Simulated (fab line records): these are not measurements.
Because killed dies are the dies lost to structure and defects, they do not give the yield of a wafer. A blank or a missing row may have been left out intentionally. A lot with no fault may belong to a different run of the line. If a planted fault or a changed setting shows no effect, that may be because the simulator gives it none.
Which tool was responsible? + flow sky130 + 11 lots with 32 wafers sampled at 3 steps, on a route of 708 steps

WHAT EACH GAUGE READ, for each wafer
SKY_LOCAL_INTERCONNECT_RS_MEAS_01: the measuring method here is four-point-probe.
| lot  | measured     | on            | LOCAL_INTERCONNECT_TIN_RS (ohm/sq) |
|------|--------------|---------------|------------------------------------|
| L362 | day 29 05:13 | film-metro-04 | 13.86 13.89 13.84                  |
| L366 | day 30 15:44 | film-metro-04 | 14.26 14.30 14.16                  |
| L368 | day 31 07:55 | film-metro-03 | 16.31 13.84 14.12                  |
| L371 | day 32 00:58 | film-metro-04 | 16.45 14.08                        |
| L373 | day 32 18:32 | film-metro-03 | 16.41 14.25 14.20                  |
| L378 | day 34 14:59 | film-metro-04 | 14.22 13.96 14.18                  |
| L379 | day 34 18:40 | film-metro-03 | 13.91 14.17 14.16                  |
| L381 | day 35 06:04 | film-metro-04 | 14.07 13.84 14.01                  |
| L382 | day 35 16:02 | film-metro-04 | 14.40 14.53 14.39                  |
| L384 | day 36 03:53 | film-metro-04 | 13.99 14.27 14.18                  |
| L385 | day 36 13:01 | film-metro-01 | 14.25 14.36 14.30                  |

WHICH TOOL RAN EACH LOT (tool, then ch and the chambers of the sampled wafers, then the start)
| lot  | SKY_LI_CONTACT_SPUTTER_19    | SKY_LOCAL_INTERCONNECT_SPUTTER_00 |
|------|------------------------------|-----------------------------------|
| L362 | pvd-sputter-03, day 29 04:25 | pvd-sputter-01, day 29 05:10      |
| L366 | pvd-sputter-04, day 30 14:55 | pvd-sputter-01, day 30 15:40      |
| L368 | pvd-sputter-02, day 31 07:04 | pvd-sputter-01, day 31 07:49      |
| L371 | pvd-sputter-04, day 32 00:09 | pvd-sputter-01, day 32 00:53      |
| L373 | pvd-sputter-02, day 32 17:42 | pvd-sputter-01, day 32 18:26      |
| L378 | pvd-sputter-02, day 34 14:08 | pvd-sputter-02, day 34 14:53      |
| L379 | pvd-sputter-03, day 34 17:49 | pvd-sputter-02, day 34 18:34      |
| L381 | pvd-sputter-02, day 35 05:16 | pvd-sputter-01, day 35 06:01      |
| L382 | pvd-sputter-03, day 35 15:13 | pvd-sputter-01, day 35 15:58      |
| L384 | pvd-sputter-04, day 36 03:04 | pvd-sputter-01, day 36 03:49      |
| L385 | pvd-sputter-02, day 36 12:11 | pvd-sputter-03, day 36 12:55      |
- SKY_LI_CONTACT_SPUTTER_19: material Ti, target thk 20 nm, time 106.37 s.
- SKY_LOCAL_INTERCONNECT_SPUTTER_00: material TiN, target thk 100 nm, time 83.3 s.

THE ANSWER, worked out from the rows above alone
Rule: usual is defined by the lots themselves. The widest of any qualifying gaps counts: lots, ordered by their means at a reading, are off when they make up no more than a third of the lots, leave a main group of 4 or more, and stand apart from it by 3 or more times the standard deviation of that group's means. The tables above print the reading to a certain number of digits; a main group whose means all agree to those digits is not used. Also off: a lot with no number at a reading for which 4 or more lots have one. The other lots that the step has rows for count as sound.
No lot is off on any of the readings shown, so nothing can be concluded from this.

WHAT WAS PUT IN BY THE SIMULATOR
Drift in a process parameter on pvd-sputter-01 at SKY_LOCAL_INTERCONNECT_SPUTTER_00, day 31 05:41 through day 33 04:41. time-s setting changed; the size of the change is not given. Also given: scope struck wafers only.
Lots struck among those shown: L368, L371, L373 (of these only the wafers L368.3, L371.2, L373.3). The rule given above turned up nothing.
